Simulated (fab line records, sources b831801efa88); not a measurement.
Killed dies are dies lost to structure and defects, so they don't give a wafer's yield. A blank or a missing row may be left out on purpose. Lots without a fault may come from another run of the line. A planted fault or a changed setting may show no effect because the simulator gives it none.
Chamber matching | flow sky130 | SKY_LI_CONTACT_ETCH_15 on rie_diel-02: 4 sister chambers
The step etches PSG in C4F8/O2/Ar, stops on Si, target depth 600 nm. 4 wafers are shown with their chamber, then 10 later ones without.

WAFERS WITH THEIR CHAMBER
wafer  | chamber | rf_fwd_power_W (W)
L081.1 | 2       | 1500
L083.6 | 3       | 1492
L084.1 | 1       | 1496
L084.2 | 0       | 1490

WAFERS WITHOUT THEIR CHAMBER
wafer  | rf_fwd_power_W (W)
L084.3 | 1486
L085.2 | 1499
L085.5 | 1495
L085.6 | 1490
L087.1 | 1486
L087.3 | 1494
L087.6 | 1490
L090.3 | 1483
L090.5 | 1491
L090.6 | 1487

WHICH CHAMBER EACH WENT THROUGH
wafer  | from the rows above               | in truth
L084.3 | can't be placed: 0 or 3 or 1      | 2
L085.2 | can't be placed: 2 or 1 or 3      | 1
L085.5 | can't be placed: 1 or 3 or 0 or 2 | 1
L085.6 | can't be placed: 0 or 3 or 1      | 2
L087.1 | can't be placed: 0 or 3 or 1      | 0
L087.3 | can't be placed: 1 or 3 or 0 or 2 | 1
L087.6 | can't be placed: 0 or 3 or 1      | 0
L090.3 | can't be placed: 0 or 3 or 1      | 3
L090.5 | can't be placed: 0 or 3 or 1      | 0
L090.6 | can't be placed: 0 or 3 or 1      | 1
Placed correctly: 0 of 10. Can't be placed from these rows: 10 (the true chamber is among the candidates in 8). Placed wrongly: 0.
How it was worked out, from the rows above alone: a wafer's distance from a chamber is the root of the sum, over the readings, of the square of ((its reading less the chamber's mean) divided by the reading's scatter). The wafer belongs to the nearest chamber; if the next one is less than 2 further off, it can't be placed. A chamber's mean is the mean of its shown wafers. The scatter: with one shown wafer a chamber, the root of the mean of the squares of how far each hidden wafer lies from its nearest shown one.
